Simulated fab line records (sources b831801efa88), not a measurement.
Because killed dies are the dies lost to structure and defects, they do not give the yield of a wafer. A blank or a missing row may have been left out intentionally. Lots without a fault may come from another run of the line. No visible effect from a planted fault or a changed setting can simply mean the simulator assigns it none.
fab line records ; flow sky130
[record] lots = 13; wafers = 39; last_day = 51
route steps=708 shown NWELL@67 VT_ADJUST_HVTP@94 VT_ADJUST_HVTR@139 SONOS_ONO@173 PAD_OPEN@708
lots that met no fault: from a run of the same line without faults
start_h: start of the lot's first displayed wafer, in hours after the record's first day ; wait_h: hours from the lot's prior step to this one ; " unchanged from the row above ; L1.1+2: a single row standing in for several wafers ; - no value present, or no start provided ; * or withheld: withheld ; < > ~ a bound
route shown NAME@n: NAME is a module with steps in the file, n the number in the route of the first one ; usual: average and standard deviation across the fault-free wafers ; same: alike in all rows ; chamber/n: place in a boat ; sites: per-site readings ; _std_site: the values' standard deviation ; _edge_site: outer sites' mean less inner sites' ; radius_mm: how far each site lies from the wafer's centre ; mask NAME#n: copy n ; behind: the tool/chamber that last shaped the wafer ; hold: reason for holding the lot/hours on hold/outcome of the hold ; device: the transistor (n, p or np) that didn't switch ; end of line: tests run on the same wafers once the route is complete ; step lacking rows: just its recipe ; killed: at the first sort, the dies lost to defects and structure; wafer yield is something else ; map: a wafer's dies, marking killed ones x, the rest . and places with no die _
set.NAME: the setting the step ran with; set.NAME@STEP: the setting that earlier step ran with ; model.NAME: the simulator's own value behind a step, which no gauge read
the route's steps for a sample of lots (tables are steps, rows are wafers)
services: the hour from which a tool's chamber was out of use, counted from the record's first day as start_h (under 0 if before that day), plus the number of hours and why
[[steps]]
[step SKY_NWELL_STRIP_14]
[recipe] chemistry = O2/N2; power_w = 1400; pressure_mtorr = 1500; platen_temp_c = withheld; o2_flow_sccm = 3000; n2_flow_sccm = 300; overash_fraction = 0.5
[usual] chamber_pressure_mTorr = 1499.8/1.3; drypump_motor_current_A = 5.6/0.38; oes_product_au = 0.722/0.0046; strip_time_to_endpoint_s = 36.94/0.1
lot.wafer;tool;chamber;start_h;wait_h;chamber_pressure_mTorr;drypump_motor_current_A;oes_product_au;rf_hours_counter_h;strip_time_to_endpoint_s
L548.1;plasma_asher-02;0;98.19;0.1;1501.3;5.7;0.727;40;37.19
L548.4;plasma_asher-02;1;98.19;0.1;1500.4;6.3;0.723;-;37.04
L548.5;plasma_asher-02;1;98.19;0.1;1500.9;6.3;0.721;-;37.11
L549.1;plasma_asher-01;1;98.99;0.1;1495.1;5.7;0.727;40;36.96
L549.3;plasma_asher-01;0;98.99;0.1;1498.7;5.0;0.729;-;36.81
L549.5;plasma_asher-01;0;98.99;0.1;1497.9;5.0;0.729;-;36.93
L550.2;plasma_asher-01;0;106.09;0.1;1502.0;5.0;0.722;41;36.87
L550.5;plasma_asher-01;1;106.09;0.1;1500.9;5.7;0.722;-;36.98
L550.6;plasma_asher-01;0;106.09;0.1;1497.3;5.0;0.723;-;36.97
L553.3;plasma_asher-03;1;123.22;0.1;1499.1;5.6;0.724;-;37.07
L553.5;plasma_asher-03;0;123.22;0.1;1501.0;5.7;0.725;-;37.05
L553.6;plasma_asher-03;1;123.22;0.1;1499.0;5.6;0.719;-;37.04
L554.1;plasma_asher-03;0;126.82;0.1;1498.4;5.7;0.724;30;36.91
L554.2;plasma_asher-03;1;126.82;0.1;1498.4;5.6;0.724;30;36.94
L554.5;plasma_asher-03;0;126.82;0.1;1499.2;5.7;0.717;-;37.02
L555.1;plasma_asher-01;0;132.82;0.1;1501.7;5.0;0.727;44;36.86
L555.4;plasma_asher-01;0;132.82;0.1;1501.2;5.0;0.715;-;36.76
L555.5;plasma_asher-01;1;132.82;0.1;1499.6;5.7;0.719;-;36.78
L556.1;plasma_asher-03;1;140.99;0.1;1498.8;5.6;0.720;31;36.98
L556.3;plasma_asher-03;1;140.99;0.1;1499.3;5.7;0.727;-;36.95
L556.6;plasma_asher-03;0;140.99;0.1;1499.8;5.7;0.720;-;37.09
L557.2;plasma_asher-02;1;141.94;0.1;1500.0;6.4;0.715;2;36.77
L557.4;plasma_asher-02;0;141.94;0.1;1498.3;5.7;0.721;-;36.82
L557.6;plasma_asher-02;1;141.94;0.1;1498.8;6.3;0.721;-;36.82
L561.2;plasma_asher-01;1;165.69;0.1;1499.4;5.7;0.724;47;36.95
L561.4;plasma_asher-01;1;165.69;0.1;1499.6;5.7;0.730;-;36.94
L561.6;plasma_asher-01;1;165.69;0.1;1500.9;5.7;0.732;-;36.97
L567.2;plasma_asher-03;1;198.12;0.1;1501.6;5.6;0.725;37;36.87
L567.3;plasma_asher-03;0;198.12;0.1;1499.0;5.7;0.730;-;36.90
L567.5;plasma_asher-03;1;198.12;0.1;1501.8;5.6;0.721;-;36.88
L569.1;plasma_asher-01;0;219.74;0.1;1501.2;5.0;0.717;52;36.94
L569.3;plasma_asher-01;1;219.74;0.1;1500.2;5.7;0.724;-;36.92
L569.6;plasma_asher-01;1;219.74;0.1;1500.2;5.7;0.727;-;36.97
L570.2;plasma_asher-01;0;221.94;0.1;1500.9;5.0;0.724;53;36.80
L570.5;plasma_asher-01;0;221.94;0.1;1500.9;5.0;0.722;-;36.96
L570.6;plasma_asher-01;1;221.94;0.1;1500.8;5.7;0.714;-;36.86
L571.4;plasma_asher-02;0;226.07;0.1;1498.5;5.7;0.718;-;36.92
L571.5;plasma_asher-02;1;226.07;0.1;1500.5;6.3;0.723;-;36.97
L571.6;plasma_asher-02;0;226.07;0.1;1500.7;5.7;0.713;-;37.02
[step SKY_VT_ADJUST_HVTP_IMPLANT_09]
[recipe] species = As; energy_kev = 150; dose_cm2 = 4.3e+12; tilt_deg = withheld
[usual] beam_energy_keV = 150.00/0.048
lot.wafer;tool;chamber;start_h;wait_h;beam_energy_keV
L548.1;implanter-01;0;136.86;0.0;150.06
L548.4;implanter-01;0;136.86;0.0;149.98
L548.5;implanter-01;0;136.86;0.0;150.00
L549.1;implanter-01;0;138.05;0.0;150.00
L549.3;implanter-01;0;138.05;0.0;150.00
L549.5;implanter-01;0;138.05;0.0;150.06
L550.2;implanter-03;0;145.54;0.0;150.08
L550.5;implanter-03;0;145.54;0.0;150.03
L550.6;implanter-03;0;145.54;0.0;150.00
L553.3;implanter-02;0;163.55;0.1;150.05
L553.5;implanter-02;0;163.55;0.1;150.02
L553.6;implanter-02;0;163.55;0.1;150.02
L554.1;implanter-03;0;166.26;0.0;149.99
L554.2;implanter-03;0;166.26;0.0;149.98
L554.5;implanter-03;0;166.26;0.0;150.00
L555.1;implanter-01;0;174.20;0.0;149.93
L555.4;implanter-01;0;174.20;0.0;149.94
L555.5;implanter-01;0;174.20;0.0;150.03
L556.1;implanter-02;0;182.21;0.0;149.96
L556.3;implanter-02;0;182.21;0.0;150.08
L556.6;implanter-02;0;182.21;0.0;150.01
L557.2;implanter-02;0;184.18;0.0;152.40
L557.4;implanter-02;0;184.18;0.0;152.35
L557.6;implanter-02;0;184.18;0.0;152.35
L561.2;implanter-02;0;210.78;0.0;152.41
L561.4;implanter-02;0;210.78;0.0;152.35
L561.6;implanter-02;0;210.78;0.0;152.37
L567.2;implanter-03;0;244.88;0.0;150.07
L567.3;implanter-03;0;244.88;0.0;150.05
L567.5;implanter-03;0;244.88;0.0;150.03
L569.1;implanter-01;0;266.75;0.0;150.07
L569.3;implanter-01;0;266.75;0.0;150.06
L569.6;implanter-01;0;266.75;0.0;150.00
L570.2;implanter-01;0;268.98;0.0;149.96
L570.5;implanter-01;0;268.98;0.0;150.07
L570.6;implanter-01;0;268.98;0.0;150.00
L571.4;implanter-02;0;273.98;0.1;150.05
L571.5;implanter-02;0;273.98;0.1;149.95
L571.6;implanter-02;0;273.98;0.1;149.99
[step SKY_VT_ADJUST_HVTR_OVL_MEAS_08]
[usual] VT_ADJUST_HVTR_OVL = -0.7/1.5
lot.wafer;tool;chamber;start_h;wait_h;VT_ADJUST_HVTR_OVL[nm]
L548.1;overlay-02;-;222.70;0.1;-0.3
L548.4;overlay-02;-;222.70;0.1;-0.2
L548.5;overlay-02;-;222.70;0.1;-0.3
L549.1;overlay-02;-;223.87;0.1;1.2
L549.3;overlay-02;-;223.87;0.1;-1.6
L549.5;overlay-02;-;223.87;0.1;-1.2
L550.2;overlay-02;-;232.76;0.1;1.0
L550.5;overlay-02;-;232.76;0.1;0.3
L550.6;overlay-02;-;232.76;0.1;0.2
L553.3;overlay-01;-;252.13;0.1;-0.1
L553.5;overlay-01;-;252.13;0.1;0.8
L553.6;overlay-01;-;252.13;0.1;-0.5
L554.1;overlay-02;-;256.97;0.1;-0.8
L554.2;overlay-02;-;256.97;0.1;-0.8
L554.5;overlay-02;-;256.97;0.1;-2.1
L555.1;overlay-02;-;265.85;0.1;1.3
L555.4;overlay-02;-;265.85;0.1;1.0
L555.5;overlay-02;-;265.85;0.1;2.6
L556.1;overlay-02;-;273.57;0.1;-2.1
L556.3;overlay-02;-;273.57;0.1;-1.5
L556.6;overlay-02;-;273.57;0.1;-2.8
L557.2;overlay-01;-;275.56;0.1;-1.1
L557.4;overlay-01;-;275.56;0.1;-2.0
L557.6;overlay-01;-;275.56;0.1;-0.9
L561.2;overlay-02;-;308.27;0.1;0.7
L561.4;overlay-02;-;308.27;0.1;0.0
L561.6;overlay-02;-;308.27;0.1;0.6
L567.2;overlay-01;-;349.77;0.1;-2.0
L567.3;overlay-01;-;349.77;0.1;-2.9
L567.5;overlay-01;-;349.77;0.1;-1.9
L569.1;overlay-02;-;374.67;0.1;-2.0
L569.3;overlay-02;-;374.67;0.1;-0.3
L569.6;overlay-02;-;374.67;0.1;0.2
L570.2;overlay-01;-;377.77;0.1;-3.0
L570.5;overlay-01;-;377.77;0.1;-2.0
L570.6;overlay-01;-;377.77;0.1;-1.4
L571.4;overlay-01;-;381.99;0.1;0.9
L571.5;overlay-01;-;381.99;0.1;-0.3
L571.6;overlay-01;-;381.99;0.1;1.0
[step SKY_SONOS_ONO_THK_MEAS_05]
[recipe] reads = SiO2_of_SONOS_ONO_CVD_04
[usual] SONOS_ONO_CVD_04_THK = 5.66/0.12
lot.wafer;tool;chamber;start_h;wait_h;SONOS_ONO_CVD_04_THK[nm]
L548.1;film_metro-02;-;278.72;0.0;5.77
L548.4;film_metro-02;-;278.72;0.0;5.88
L548.5;film_metro-02;-;278.72;0.0;5.88
L549.1;film_metro-03;-;278.72;0.0;5.89
L549.3;film_metro-03;-;278.72;0.0;5.80
L549.5;film_metro-03;-;278.72;0.0;5.81
L550.2;film_metro-01;-;289.51;0.0;5.76
L550.5;film_metro-01;-;289.51;0.0;5.65
L550.6;film_metro-01;-;289.51;0.0;5.74
L553.3;film_metro-02;-;309.27;0.0;5.58
L553.5;film_metro-02;-;309.27;0.0;5.64
L553.6;film_metro-02;-;309.27;0.0;5.67
L554.1;film_metro-01;-;315.54;0.0;5.90
L554.2;film_metro-01;-;315.54;0.0;5.79
L554.5;film_metro-01;-;315.54;0.0;5.87
L555.1;film_metro-03;-;325.57;0.0;5.73
L555.4;film_metro-03;-;325.57;0.0;5.71
L555.5;film_metro-03;-;325.57;0.0;5.65
L556.1;film_metro-01;-;329.76;0.0;5.58
L556.3;film_metro-01;-;329.76;0.0;5.61
L556.6;film_metro-01;-;329.76;0.0;5.64
L557.2;film_metro-01;-;332.61;0.0;5.58
L557.4;film_metro-01;-;332.61;0.0;5.43
L557.6;film_metro-01;-;332.61;0.0;5.55
L561.2;film_metro-01;-;369.79;0.0;5.59
L561.4;film_metro-01;-;369.79;0.0;5.51
L561.6;film_metro-01;-;369.79;0.0;5.49
L567.2;film_metro-02;-;414.03;0.0;5.79
L567.3;film_metro-02;-;414.03;0.0;5.69
L567.5;film_metro-02;-;414.03;0.0;5.71
L569.1;film_metro-03;-;441.02;0.0;5.53
L569.3;film_metro-03;-;441.02;0.0;5.64
L569.6;film_metro-03;-;441.02;0.0;5.50
L570.2;film_metro-03;-;443.88;0.0;5.59
L570.5;film_metro-03;-;443.88;0.0;5.56
L570.6;film_metro-03;-;443.88;0.0;5.49
L571.4;film_metro-03;-;449.10;0.0;5.29
L571.5;film_metro-03;-;449.10;0.0;5.37
L571.6;film_metro-03;-;449.10;0.0;5.36
[step SKY_PAD_OPEN_PROBE_99]
[usual] killed_at_M0_to_M3 = 43/7.5; killed_at_M4_up = 3.2/1.9; killed_at_contacts = 24/5.6; killed_at_front_end = 15/4.8; killed_at_other = 0.2/0.54; killed_dies = 86/11; killed_open = 47/7.6; killed_short = 39/7.1
[same] gross_dies = 492; killed_at_back_side = 0
lot.wafer;tool;chamber;start_h;wait_h;killed_at_M0_to_M3;killed_at_M4_up;killed_at_contacts;killed_at_front_end;killed_at_other;killed_dies;killed_open;killed_short
L557.2;prober-01;-;1150.70;0.1;65;2;17;8;0;92;48;44
L557.4;prober-01;-;1150.80;0.2;46;1;18;13;2;80;47;33
L557.6;prober-01;-;1150.90;0.2;41;5;24;14;0;84;46;38
// killed by level:class
L557.2 VIA1:geometric_particle:open=16 METAL2:geometric_particle:short=9 METAL1:geometric_particle:short=8 VIA3:geometric_particle:open=7 VIA2:geometric_particle:open=7 LI_CONTACT:geometric_particle:open=6 CONTACT:geometric_particle:open=6 VIA1:geometric_particle:short=4
L557.4 CONTACT:geometric_particle:open=9 VIA3:geometric_particle:open=9 VIA1:geometric_particle:open=8 METAL1:geometric_particle:short=7 VIA1:geometric_particle:short=6 FIELD_ISO:geometric_particle:open=5 METAL2:geometric_particle:short=4 VIA2:geometric_particle:open=4
L557.6 VIA1:geometric_particle:open=9 LI_CONTACT:geometric_particle:open=8 VIA2:geometric_particle:open=6 VIA1:geometric_particle:short=5 METAL1:geometric_particle:short=4 LOCAL_INTERCONNECT:geometric_particle:short=4 CONTACT:geometric_particle:open=4 VIA3:geometric_particle:open=4
[[services]]
tool;chamber;start_h;hours;kind
plasma_asher-03;-;89.54;1.5;repair
plasma_asher-02;-;108.80;9.0;pm
plasma_asher-02;0;108.80;9.0;vent_cycle
plasma_asher-02;1;108.80;9.0;vent_cycle
plasma_asher-02;0;117.80;-;clean
plasma_asher-02;1;117.80;-;clean
implanter-01;-;159.42;2.2;repair
implanter-01;-;179.77;2.3;repair
plasma_asher-02;-;182.09;9.5;repair
implanter-02;-;192.32;0.9;repair
implanter-03;-;208.10;2.1;repair
implanter-01;-;227.52;10.2;repair
implanter-02;-;229.05;3.8;pm
implanter-03;-;243.46;0.7;repair
plasma_asher-01;-;247.29;0.4;repair
plasma_asher-03;-;250.99;3.5;repair
implanter-03;-;255.02;3.5;repair
plasma_asher-02;-;258.90;4.5;repair
implanter-03;-;267.63;3.1;repair
[[key]]
[first_sign] step = SKY_VT_ADJUST_HVTP_IMPLANT_09; reading = beam_energy_keV; direction = up; sigmas = 49; usual = *; struck = *
effect none on later readings
met_at SKY_VT_ADJUST_HVTP_IMPLANT_09
struck_lots L557,L561
tester_left_out L557,L561
not_acting_at SKY_NWELL_STRIP_14,SKY_VT_ADJUST_HVTR_OVL_MEAS_08,SKY_SONOS_ONO_THK_MEAS_05
onset_between 182.21 184.18
[fault] kind = process_parameter_drift; tool = implanter-02; chamber = -; onset_h = 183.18; steps = SKY_VT_ADJUST_HVTP_IMPLANT_09; channel = energy_kev; offset = *; shape = step; end_h = 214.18; acts_in = *; stated = *
// tester_left_out: of these lots the tester's yield and bins aren't shown, on N5 and GAA mostly nor the transistor test; their killed dies are dies lost to structure and defects alone, not to doping, threshold or leakage, so they don't give the yield
